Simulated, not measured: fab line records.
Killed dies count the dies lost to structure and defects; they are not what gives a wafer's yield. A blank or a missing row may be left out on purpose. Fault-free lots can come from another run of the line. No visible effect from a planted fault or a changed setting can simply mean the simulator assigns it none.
What tool caused it? || flow gf180mcu || 13 lots with 39 wafers sampled at 2 steps, on a route of 602 steps

WHAT THE GAUGES READ, wafer by wafer
GF_V2_BOW_MEAS_05. Usual: V2_BOW gives 99 um (standard deviation 8.1).
{"lot": "L280", "measured": "day 18 23:02", "on": "film metro-01", "V2_BOW (um)": "94 101 109", "flag": ""}
{"lot": "L281", "measured": "day 19 14:37", "on": "film metro-02", "V2_BOW (um)": "92 96 100", "flag": ""}
{"lot": "L285", "measured": "day 21 02:47", "on": "film metro-03", "V2_BOW (um)": "103 88 88", "flag": ""}
{"lot": "L288", "measured": "day 22 05:19", "on": "film metro-02", "V2_BOW (um)": "98 108 89", "flag": ""}
{"lot": "L289", "measured": "day 22 12:18", "on": "film metro-01", "V2_BOW (um)": "100 112 104", "flag": ""}
{"lot": "L290", "measured": "day 23 02:27", "on": "film metro-03", "V2_BOW (um)": "100 95 92", "flag": ""}
{"lot": "L297", "measured": "day 25 10:31", "on": "film metro-03", "V2_BOW (um)": "110 97 115", "flag": ""}
{"lot": "L298", "measured": "day 25 17:27", "on": "film metro-01", "V2_BOW (um)": "95 101 100", "flag": ""}
{"lot": "L299", "measured": "day 25 23:14", "on": "film metro-02", "V2_BOW (um)": "115 114 110", "flag": ""}
{"lot": "L300", "measured": "day 26 04:15", "on": "film metro-01", "V2_BOW (um)": "104 109 110", "flag": ""}
{"lot": "L301", "measured": "day 26 14:35", "on": "film metro-02", "V2_BOW (um)": "96 94 100", "flag": ""}
{"lot": "L302", "measured": "day 26 22:46", "on": "film metro-02", "V2_BOW (um)": "87 87 100", "flag": ""}
{"lot": "L303", "measured": "day 27 05:16", "on": "film metro-02", "V2_BOW (um)": "96 107 89", "flag": ""}

GF_V2_CD_MEAS_14: the cd target is 260 nm. Usual: 259.8 nm for cd nm, sd 1.4.
{"lot": "L280", "measured": "day 19 22:30", "on": "cd sem-02", "cd nm (nm)": "257.4 257.7 258.7", "flag": ""}
{"lot": "L281", "measured": "day 20 14:14", "on": "cd sem-01", "cd nm (nm)": "261.6 260.7 261.5", "flag": ""}
{"lot": "L285", "measured": "day 22 03:18", "on": "cd sem-02", "cd nm (nm)": "260.9 260.4 259.6", "flag": ""}
{"lot": "L288", "measured": "day 23 05:23", "on": "cd sem-01", "cd nm (nm)": "259.9 259.5 259.5", "flag": ""}
{"lot": "L289", "measured": "day 23 11:26", "on": "cd sem-02", "cd nm (nm)": "262.7 261.8 261.1", "flag": ""}
{"lot": "L290", "measured": "day 24 02:08", "on": "cd sem-02", "cd nm (nm)": "258.6 259.2 259.7", "flag": ""}
{"lot": "L297", "measured": "day 26 08:08", "on": "cd sem-01", "cd nm (nm)": "261.2 261.9 259.9", "flag": ""}
{"lot": "L298", "measured": "day 26 13:44", "on": "cd sem-01", "cd nm (nm)": "259.7 259.6 259.3", "flag": ""}
{"lot": "L299", "measured": "day 26 19:35", "on": "cd sem-01", "cd nm (nm)": "261.6 261.7 261.2", "flag": ""}
{"lot": "L300", "measured": "day 27 00:38", "on": "cd sem-01", "cd nm (nm)": "258.4 258.5 257.8", "flag": ""}
{"lot": "L301", "measured": "day 27 10:32", "on": "cd sem-02", "cd nm (nm)": "260.0 261.2 260.6", "flag": ""}
{"lot": "L302", "measured": "day 27 18:59", "on": "cd sem-02", "cd nm (nm)": "261.3 261.4 261.7", "flag": ""}
{"lot": "L303", "measured": "day 28 01:08", "on": "cd sem-02", "cd nm (nm)": "260.7 262.0 262.3", "flag": ""}

WHICH TOOL RAN EACH LOT (tool, then ch and the chambers of the sampled wafers, then the start)
The record shows no process step preceding these readings.

WHAT THE TOOLS THEMSELVES READ (means of the sampled wafers that have a number; where no wafer has one, the mark that the record gives instead)
The record holds no such reading with a usual standard deviation.

THE ANSWER, worked out from the rows above alone
Rule: lot off if the mean of its wafers having a number is beyond 3 standard deviations from the usual mean. Also off: a lot with no number at a reading for which 4 or more lots have one. Any other lot the step has rows for is counted as sound. After the gauges, taken in route order, come the tools' own readings; for these a lot's mean is taken, as printed above. The first step at which some lot is off is used, and at that step the reading that is off furthest; a lot without a number counts as furthest.
No lot is off on any of the readings shown, so nothing can be concluded from this.

WHAT THE SIMULATOR PUT IN
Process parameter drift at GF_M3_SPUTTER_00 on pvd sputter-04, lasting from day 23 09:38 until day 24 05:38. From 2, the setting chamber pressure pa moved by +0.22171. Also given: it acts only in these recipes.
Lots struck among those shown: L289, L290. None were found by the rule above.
